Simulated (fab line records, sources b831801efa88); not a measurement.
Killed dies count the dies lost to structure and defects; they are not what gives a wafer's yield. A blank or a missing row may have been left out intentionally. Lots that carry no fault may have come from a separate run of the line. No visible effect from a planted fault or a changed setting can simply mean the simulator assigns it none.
Problem report, 8D (eight disciplines) form, completed by code || flow gf180mcu || the parts of the form that need people (team, actions taken, sign-off) are left out

== 1. THE PROBLEM ==
Wafers free of any fault read 200.3 nm (standard deviation 1.9) for POLY_GATE_CVD_00_THK at GF_POLY_GATE_THK_MEAS_01, against a mean of 216.8 nm on 6 wafers of 2 lots. Measured from the usual mean, that is +8.7 standard deviations.
The first sign was on wafer L172.1 at day 9 16:16, on film_metro-02. Wafers with a number at this step in the record: 42, from 14 lots. The rule behind "out" and "out of limits": a value lying over 4 standard deviations away from the usual mean. The rest of the wafers with a number are treated as sound.

== 2. WHAT IT IS, AND WHAT IT ISN'T ==
{"question": "which readings at this step", "is": "POLY_GATE_CVD_00_THK", "is not": "-"}
{"question": "which lots", "is": "L172, L174", "is not": "L167, L168, L169, L170, L171, L182, L183, L185, L187, L188, L189, L190"}
{"question": "which wafers of those lots", "is": "all that have a number", "is not": "-"}
{"question": "read on which gauges", "is": "film_metro-02, film_metro-04", "is not": "film_metro-01"}
{"question": "when", "is": "from day 9 16:16", "is not": "up to then (15 sound wafers); but 21 sound wafers of L182, L183, L185, L187, L188, L189, L190 came after"}

== 3. SUSPECTS, AND WHAT RULES EACH OUT ==
Counting: a tool at a process step up to the reading stays a suspect if it ran every lot that is out and no sound lot after the first of them.
- the gauge at GF_POLY_GATE_THK_MEAS_01 has been ruled out. Those wafers that are out were read across 2 gauges (film_metro-02, film_metro-04).
- lpcvd-01 at GF_POLY_GATE_CVD_00 (deposits poly-Si, target thk 200 nm, time 1200 s): ruled out as a lasting fault. Sound lots L182, L183, L185, L188, L189 ran on it after its first lot that is out, L172 (day 9 14:56).
Left after counting: nothing in the record.

== 4. THE CAUSE (what the simulator had put in) ==
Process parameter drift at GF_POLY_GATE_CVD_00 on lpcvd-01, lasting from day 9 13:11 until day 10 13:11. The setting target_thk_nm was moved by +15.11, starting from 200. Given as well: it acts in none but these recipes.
Counting ruled it out, wrongly: the rule takes a fault to strike every lot that its tool runs from its start on, and this one did not.

== 5. SEQUENCE OF EFFECTS, ordered by route ==
Each row: a reading whose mean over the struck wafers that have a number lies more than 3 standard deviations from the usual. Only readings whose record carries a usual standard deviation are examined. hours: median over the lots of the time between each lot's start at the first step of this table that gives one and its start at this step. sigmas: the change, counted in usual standard deviations.
{"hours": 0, "step": "GF_POLY_GATE_THK_MEAS_01", "reading": "POLY_GATE_CVD_00_THK", "usual": "200.3 nm", "on struck wafers": 216.8, "change": "+16.5", "sigmas": "+8.7"}
At these later measuring or inspecting steps, every struck wafer for which the step has a row has a number for every such reading, and none has moved that far: GF_V1_BOW_MEAS_05.

== 6. WHAT WOULD HAVE CAUGHT IT SOONER ==
3 hours passed between the start of the fault at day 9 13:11 and the first reading out of limits at a measuring or inspecting step in this record, taken at day 9 16:16.
An alarm limit of 4 standard deviations would not have fired on the tool readings at GF_POLY_GATE_CVD_00 for which the record gives a usual standard deviation, since none of them was out on any struck wafer.
